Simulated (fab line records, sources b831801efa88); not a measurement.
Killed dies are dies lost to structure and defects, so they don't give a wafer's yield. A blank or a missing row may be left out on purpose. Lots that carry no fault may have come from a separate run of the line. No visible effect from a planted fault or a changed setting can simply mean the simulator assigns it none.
The tool behind it: which one? | flow sky130 | 6 lots with 17 wafers sampled at 2 steps, on a route of 708 steps

## WHAT THE GAUGES READ, wafer by wafer
SKY_SONOS_ONO_CD_MEAS_13: target cd 410 nm.
lot  | measured     | on        | cd_nm (nm)
L529 | day 14 20:07 | cd_sem-02 | 408.0 409.8 408.4
L538 | day 17 07:22 | cd_sem-01 | 408.6 408.6
L542 | day 18 08:11 | cd_sem-01 | 407.3 407.4 407.4
L545 | day 19 03:33 | cd_sem-02 | 412.1 408.9 411.6
L547 | day 20 00:42 | cd_sem-02 | 411.3 409.7 410.0
L549 | day 20 18:03 | cd_sem-01 | 406.2 405.7 407.7

## EACH LOT AND THE TOOL THAT RAN IT (in order: tool; ch and the chambers of the sampled wafers; start)
lot  | SKY_VT_ADJUST_PCH_STRIP_09
L529 | plasma_asher-02 ch 0,1, day 12 10:38
L538 | plasma_asher-03 ch 1, day 14 16:14
L542 | plasma_asher-03 ch 0,1, day 15 15:59
L545 | plasma_asher-04 ch 0,1, day 16 13:05
L547 | plasma_asher-02 ch 0,1, day 17 02:23
L549 | plasma_asher-04 ch 0,1, day 17 21:23
- SKY_VT_ADJUST_PCH_STRIP_09: strips in O2/N2.

## THE ANSWER, worked out from the rows above alone
Rule: what is usual is taken from the lots themselves. The widest of any qualifying gaps counts: lots, ordered by their means at a reading, are off when they make up no more than a third of the lots, leave a main group of 4 or more, and stand apart from it by 3 or more times the standard deviation of that group's means. A main group whose means are all the same, to the digits that the tables above print for the reading, isn't used. Also off: a lot with no number at a reading for which 4 or more lots have one. Where the step has rows for the other lots, those lots are counted as sound.
No lot is off on any of the readings shown, so nothing can be concluded from this.

## WHAT WAS PUT IN BY THE SIMULATOR
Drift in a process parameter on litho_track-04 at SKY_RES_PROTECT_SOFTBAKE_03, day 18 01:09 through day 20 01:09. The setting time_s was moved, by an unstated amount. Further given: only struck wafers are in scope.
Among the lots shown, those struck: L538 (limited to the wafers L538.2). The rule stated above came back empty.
